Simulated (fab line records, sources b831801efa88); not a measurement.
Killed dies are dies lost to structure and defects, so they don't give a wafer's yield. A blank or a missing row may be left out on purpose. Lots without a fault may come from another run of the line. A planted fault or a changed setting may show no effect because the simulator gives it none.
fab line records | flow sky130
record lots=6 wafers=18 last_day=50
route steps=708 shown LDD_N@237 PAD_OPEN@708
lots that met no fault: from a run of the same line without faults
start_h: hours from the record's first day to the start of the lot's first wafer shown | wait_h: hours since the lot's step before | " the same as in the row above | L1.1+2: a row that stands for several wafers | - no value, or no start given | * or withheld: withheld | < > ~ a bound
route shown NAME@n: a module of which the file shows steps, and the number in the route of the first | usual: mean/standard deviation of fault-free wafers | same: alike in all rows | chamber/n: place in a boat | sites: the reading at each site | _std_site: their standard deviation | _edge_site: outer sites' mean less inner sites' | radius_mm: how far each site lies from the wafer's centre | mask NAME#n: copy n | behind: the tool/chamber that last shaped the wafer | hold: why the lot was held/for how many hours/how that ended | device: the transistor (n, p or np) that didn't switch | end of line: the same wafers' tests at the end of the route | a step without rows: its recipe alone | killed: dies lost to structure and defects at the first sort, not the wafer's yield | map: a wafer's dies, x killed, . not, _ none there
set.NAME: the setting as run; set.NAME@STEP: as run at that earlier step | model.NAME: the simulator's own value behind a step, which no gauge read
lots at some steps of the route; a table a step, a row a wafer
services: from which hour (start_h, from the record's first day; less than 0 if before it) a tool's chamber was out of use, for how many hours, and why
## steps
# step SKY_LDD_N_DEHYDRATE_00
# recipe temp_c=200 time_s=60
# step SKY_LDD_N_HMDS_01
# recipe prime_time_s=60 prime_temp_c=120
# step SKY_LDD_N_COAT_02
# recipe resist=NOVOLAK spin_rpm=3000 resist_thk_nm=300
# step SKY_LDD_N_SOFTBAKE_03
# recipe temp_c=90 time_s=60 resist=NOVOLAK
# step SKY_LDD_N_EXPOSE_04
# recipe mask_id=NTM target_cd_nm=840 na=0.6 source_shape=conventional sigma_outer=0.6 dose_mj=110
# step SKY_LDD_N_PEB_05
# recipe temp_c=withheld time_s=* resist=NOVOLAK
# step SKY_LDD_N_DEVELOP_06
# recipe develop_time_s=60 dev_temp_c=23
# step SKY_LDD_N_OVL_MEAS_07
# usual LDD_N_OVL=-0.5/1.7
# columns lot.wafer tool chamber start_h wait_h LDD_N_OVL[nm]
L557.3 overlay-02 - 472.98 0.1 -2.0
L557.5 " - " " -1.9
L557.6 " - " " -2.1
L564.3 overlay-02 - 546.49 0.1 -0.3
L564.4 " - " " 0.6
L564.5 " - " " -0.3
L565.4 overlay-01 - 550.75 0.1 -0.1
L565.5 " - " " -0.3
L565.6 " - " " 1.4
L566.2 overlay-02 - 553.64 0.1 2.0
L566.5 " - " " 2.8
L566.6 " - " " 0.3
L567.1 overlay-02 - 560.62 0.1 -2.5
L567.5 " - " " -1.4
L567.6 " - " " -1.1
L571.2 overlay-01 - 601.38 0.1 2.6
L571.3 " - " " 2.7
L571.5 " - " " 3.7
# step SKY_LDD_N_IMPLANT_08
# recipe species=As energy_kev=20 dose_cm2=7.5e+13 tilt_deg=withheld rotation_deg=23
# step SKY_LDD_N_IMPLANT_09
# recipe species=As energy_kev=20 dose_cm2=7.5e+13 tilt_deg=withheld rotation_deg=113
# step SKY_LDD_N_IMPLANT_10
# recipe species=As energy_kev=20 dose_cm2=7.5e+13 tilt_deg=withheld rotation_deg=203
# step SKY_LDD_N_IMPLANT_11
# recipe species=As energy_kev=20 dose_cm2=7.5e+13 tilt_deg=withheld rotation_deg=293
# step SKY_LDD_N_IMPLANT_12
# recipe species=BF2 energy_kev=50 dose_cm2=5e+12 tilt_deg=30 rotation_deg=0
# usual beam_energy_keV=50.000/0.016
# columns lot.wafer tool chamber start_h wait_h beam_energy_keV model.implant.rp_nm model.implant.drp_nm
L557.3 implanter-01 0 473.65 0.1 50.017 33.23 18.83
L557.5 " 0 " " 50.040 33.23 18.83
L557.6 " 0 " " 50.026 33.23 18.83
L564.3 implanter-02 0 547.17 0.1 49.986 33.32 18.83
L564.4 " 0 " " 49.996 33.32 18.83
L564.5 " 0 " " 49.969 33.32 18.83
L565.4 implanter-02 0 551.44 0.1 29.480 20.37 12.95
L565.5 " 0 " " 29.478 20.37 12.95
L565.6 " 0 " " 29.493 20.37 12.95
L566.2 implanter-02 0 554.29 0.1 29.445 20.39 12.95
L566.5 " 0 " " 29.482 20.39 12.95
L566.6 " 0 " " 29.456 20.39 12.95
L567.1 implanter-03 0 561.25 0.1 49.997 33.07 18.83
L567.5 " 0 " " 49.995 33.07 18.83
L567.6 " 0 " " 50.035 33.07 18.83
L571.2 implanter-03 0 602.04 0.1 49.995 32.61 18.83
L571.3 " 0 " " 49.973 32.61 18.83
L571.5 " 0 " " 50.006 32.61 18.83
# step SKY_LDD_N_IMPLANT_13
# recipe species=BF2 energy_kev=50 dose_cm2=5e+12 tilt_deg=30 rotation_deg=90
# step SKY_PAD_OPEN_PROBE_99
# usual killed_at_M0_to_M3=44/7.2 killed_at_M4_up=3.0/1.9 killed_at_contacts=25/4.8 killed_at_front_end=16/4.2 killed_at_other=0.2/0.44 killed_dies=88/9.3 killed_on_rim=17/3.6 killed_open=48/7.1 killed_short=40/6.5
# same gross_dies=492 killed_at_back_side=0
# columns lot.wafer tool chamber start_h wait_h killed_at_M0_to_M3 killed_at_M4_up killed_at_contacts killed_at_front_end killed_at_other killed_dies killed_on_rim killed_open killed_short model.etest.nfet_01v8_lvt.vt_sat_v model.etest.sram_nfet_pass.vt_sat_v model.etest.nfet_01v8.vt_sat_v model.etest.nfet_01v8_lvt.vt_v model.etest.nfet_01v8.vt_v model.etest.nfet_01v8_swapped.vt_v
L557.3 prober-01 - 1122.11 0.2 44 0 27 11 0 82 18 41 41 0.5267 0.5912 0.6345 0.6033 0.6885 0.6891
L557.5 prober-01 - 1122.21 0.2 34 2 29 11 1 77 19 43 34 0.5245 0.5653 0.637 0.5998 0.6896 0.6897
L557.6 prober-01 - 1122.26 0.2 53 1 26 18 1 99 19 47 52 0.5227 0.5669 0.6351 0.5971 0.6894 0.6899
L564.3 prober-02 - 1166.25 0.2 50 4 21 15 0 90 22 49 41 0.5484 0.5644 0.6524 0.623 0.704 0.7044
L564.4 prober-02 - 1166.30 0.2 35 3 29 21 1 89 13 50 39 0.5568 0.5832 0.6585 0.6161 0.7047 0.7052
L564.5 prober-02 - 1166.35 0.2 40 1 27 12 0 80 11 42 38 0.5455 0.5801 0.6542 0.6167 0.704 0.7047
L565.4 prober-01 - 1168.67 0.2 54 6 22 13 0 95 18 53 42 0.4781 0.5037 0.6041 0.59 0.6814 0.6826
L565.5 prober-01 - 1168.72 0.2 41 4 15 12 0 72 10 37 35 0.4833 0.5361 0.6049 0.5975 0.6812 0.6831
L565.6 prober-01 - 1168.77 0.2 36 1 21 17 0 75 15 43 32 0.5011 0.52 0.625 0.6063 0.6934 0.6955
L566.2 prober-02 - 1170.05 0.1 42 3 37 25 0 107 24 64 43 0.482 0.5248 0.609 0.5863 0.6803 0.6814
L566.5 prober-02 - 1170.20 0.2 40 4 23 15 0 82 22 30 52 0.4983 0.5638 0.6236 0.5929 0.6882 0.6892
L566.6 prober-02 - 1170.25 0.2 47 2 17 15 0 81 17 39 42 0.5025 0.5305 0.6212 0.596 0.6866 0.6878
L567.1 prober-01 - 1173.09 0.1 48 2 24 15 0 89 17 37 52 0.5335 0.596 0.6507 0.612 0.705 0.705
L567.5 prober-01 - 1173.29 0.2 42 0 23 10 0 75 17 44 31 0.5332 0.5924 0.6476 0.6141 0.7043 0.7044
L567.6 prober-01 - 1173.34 0.2 53 1 31 16 1 102 15 53 49 0.5363 0.5787 0.6537 0.611 0.708 0.7079
L571.2 prober-01 - 1196.55 0.1 60 1 22 21 1 105 22 57 48 0.5395 0.5777 0.648 0.6237 0.709 0.7102
L571.3 prober-01 - 1196.60 0.2 41 4 21 19 0 85 17 51 34 0.5413 0.5958 0.655 0.623 0.7137 0.7141
L571.5 prober-01 - 1196.70 0.2 41 5 18 13 0 77 18 48 29 0.559 0.5715 0.6669 0.6283 0.7163 0.7162
# killed by level:class
L557.3 CONTACT:geometric_particle:open=9 VIA1:geometric_particle:short=8 METAL1:geometric_particle:short=7 LI_CONTACT:geometric_particle:open=6 VIA1:geometric_particle:open=6 VIA3:geometric_particle:open=6 VIA3:geometric_particle:short=5 LI_CONTACT:geometric_particle:short=4
L557.5 CONTACT:geometric_particle:open=9 CONTACT:geometric_particle:short=9 VIA1:geometric_particle:open=9 VIA2:geometric_particle:open=6 METAL1:geometric_particle:short=5 VIA3:geometric_particle:open=5 FIELD_ISO:geometric_particle:open=4 POLY_GATE:geometric_particle:short=4
L557.6 CONTACT:geometric_particle:open=12 METAL2:geometric_particle:short=11 FIELD_ISO:geometric_particle:short=8 VIA3:geometric_particle:short=8 VIA3:geometric_particle:open=8 LI_CONTACT:geometric_particle:open=7 VIA1:geometric_particle:open=5 METAL1:geometric_particle:short=4
L564.3 VIA1:geometric_particle:open=10 METAL1:geometric_particle:short=8 CONTACT:geometric_particle:open=8 FIELD_ISO:geometric_particle:open=6 VIA2:geometric_particle:open=6 LOCAL_INTERCONNECT:geometric_particle:short=6 VIA1:geometric_particle:short=5 VIA2:geometric_particle:short=5
L564.4 LI_CONTACT:geometric_particle:open=10 CONTACT:geometric_particle:open=8 FIELD_ISO:geometric_particle:open=7 VIA1:geometric_particle:open=7 FIELD_ISO:geometric_particle:short=6 VIA2:geometric_particle:open=6 CONTACT:geometric_particle:short=5 METAL1:geometric_particle:short=4
L564.5 VIA1:geometric_particle:open=12 CONTACT:geometric_particle:open=10 CONTACT:geometric_particle:short=7 METAL2:geometric_particle:short=5 METAL1:geometric_particle:short=5 VIA1:geometric_particle:short=5 VIA3:geometric_particle:open=5 FIELD_ISO:geometric_particle:short=4
L565.4 VIA1:geometric_particle:open=16 LOCAL_INTERCONNECT:geometric_particle:short=8 VIA2:geometric_particle:open=8 METAL1:geometric_particle:short=6 POLY_GATE:geometric_particle:open=5 LI_CONTACT:geometric_particle:open=5 VIA3:geometric_particle:open=5 CONTACT:geometric_particle:short=4
L565.5 VIA1:geometric_particle:open=11 VIA3:geometric_particle:open=10 METAL1:geometric_particle:short=7 LI_CONTACT:geometric_particle:open=4 LOCAL_INTERCONNECT:geometric_particle:short=4 VIA2:geometric_particle:open=4 METAL4:geometric_particle:short=4 FIELD_ISO:geometric_particle:short=3
L565.6 VIA1:geometric_particle:open=9 FIELD_ISO:geometric_particle:open=6 VIA3:geometric_particle:open=6 CONTACT:geometric_particle:open=6 METAL1:geometric_particle:short=6 POLY_GATE:geometric_particle:open=5 LOCAL_INTERCONNECT:geometric_particle:short=4 LI_CONTACT:geometric_particle:short=4
L566.2 CONTACT:geometric_particle:open=16 LI_CONTACT:geometric_particle:open=10 VIA1:geometric_particle:open=9 FIELD_ISO:geometric_particle:short=8 POLY_GATE:geometric_particle:open=8 VIA2:geometric_particle:open=8 LOCAL_INTERCONNECT:geometric_particle:short=6 METAL3:geometric_particle:short=5
L566.5 CONTACT:geometric_particle:short=9 VIA2:geometric_particle:open=7 VIA3:geometric_particle:open=7 VIA1:geometric_particle:short=6 LOCAL_INTERCONNECT:geometric_particle:short=6 FIELD_ISO:geometric_particle:short=5 LI_CONTACT:geometric_particle:open=5 METAL1:geometric_particle:short=5
L566.6 VIA1:geometric_particle:open=8 VIA3:geometric_particle:open=7 METAL1:geometric_particle:short=6 METAL2:geometric_particle:short=6 VIA2:geometric_particle:open=6 LI_CONTACT:geometric_particle:open=5 POLY_GATE:geometric_particle:short=4 LOCAL_INTERCONNECT:geometric_particle:short=4
L567.1 CONTACT:geometric_particle:open=11 METAL2:geometric_particle:short=9 METAL1:geometric_particle:short=8 POLY_GATE:geometric_particle:short=5 VIA2:geometric_particle:open=5 VIA2:geometric_particle:short=5 VIA3:geometric_particle:short=5 FIELD_ISO:geometric_particle:short=4
L567.5 VIA1:geometric_particle:open=13 CONTACT:geometric_particle:open=8 METAL1:geometric_particle:short=7 VIA3:geometric_particle:open=7 LI_CONTACT:geometric_particle:open=6 VIA2:geometric_particle:open=5 FIELD_ISO:geometric_particle:short=4 LOCAL_INTERCONNECT:geometric_particle:short=4
L567.6 CONTACT:geometric_particle:open=11 VIA1:geometric_particle:open=11 VIA2:geometric_particle:open=8 METAL1:geometric_particle:short=8 FIELD_ISO:geometric_particle:open=7 LOCAL_INTERCONNECT:geometric_particle:short=5 CONTACT:geometric_particle:short=5 METAL2:geometric_particle:short=5
L571.2 VIA2:geometric_particle:open=13 CONTACT:geometric_particle:open=8 VIA1:geometric_particle:open=8 VIA2:geometric_particle:short=8 VIA3:geometric_particle:open=8 LI_CONTACT:geometric_particle:open=7 FIELD_ISO:geometric_particle:short=6 FIELD_ISO:geometric_particle:open=5
L571.3 LI_CONTACT:geometric_particle:open=8 CONTACT:geometric_particle:open=8 VIA3:geometric_particle:open=8 POLY_GATE:geometric_particle:open=6 METAL1:geometric_particle:short=6 VIA2:geometric_particle:open=6 FIELD_ISO:geometric_particle:short=5 METAL1:geometric_particle:open=5
L571.5 VIA1:geometric_particle:open=8 FIELD_ISO:geometric_particle:open=7 CONTACT:geometric_particle:open=7 VIA2:geometric_particle:open=5 LI_CONTACT:geometric_particle:open=5 CONTACT:geometric_particle:short=5 METAL1:geometric_particle:short=5 VIA1:geometric_particle:short=4
## services
# columns tool chamber start_h hours kind
implanter-01 - 476.79 1.8 repair
implanter-02 - 481.34 2.6 repair
implanter-01 - 496.41 213.8 pm
implanter-03 - 577.96 8.2 repair
## key
first_sign step=SKY_LDD_N_IMPLANT_12 reading=beam_energy_keV direction=down sigmas=99+ usual=* struck=*
effect none on later readings
model_effect step=SKY_LDD_N_IMPLANT_12 value=implant.rp_nm without=32.02 struck=20.38
model_effect step=SKY_PAD_OPEN_PROBE_99 value=etest.nfet_01v8_lvt.vt_sat_v without=0.5328 struck=0.4909
met_at SKY_LDD_N_IMPLANT_12
struck_wafers L565.4,L565.5,L565.6,L566.2,L566.5,L566.6
tester_left_out L565,L566
onset_between 547.17 551.44
fault kind=process_parameter_drift tool=implanter-02 chamber=- onset_h=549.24 steps=SKY_LDD_N_IMPLANT_12 channel=energy_kev offset=* shape=step end_h=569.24 acts_in=* stated=*
# tester_left_out: of these lots the tester's yield and bins aren't shown, on N5 and GAA mostly nor the transistor test; their killed dies are dies lost to structure and defects alone, not to doping, threshold or leakage, so they don't give the yield
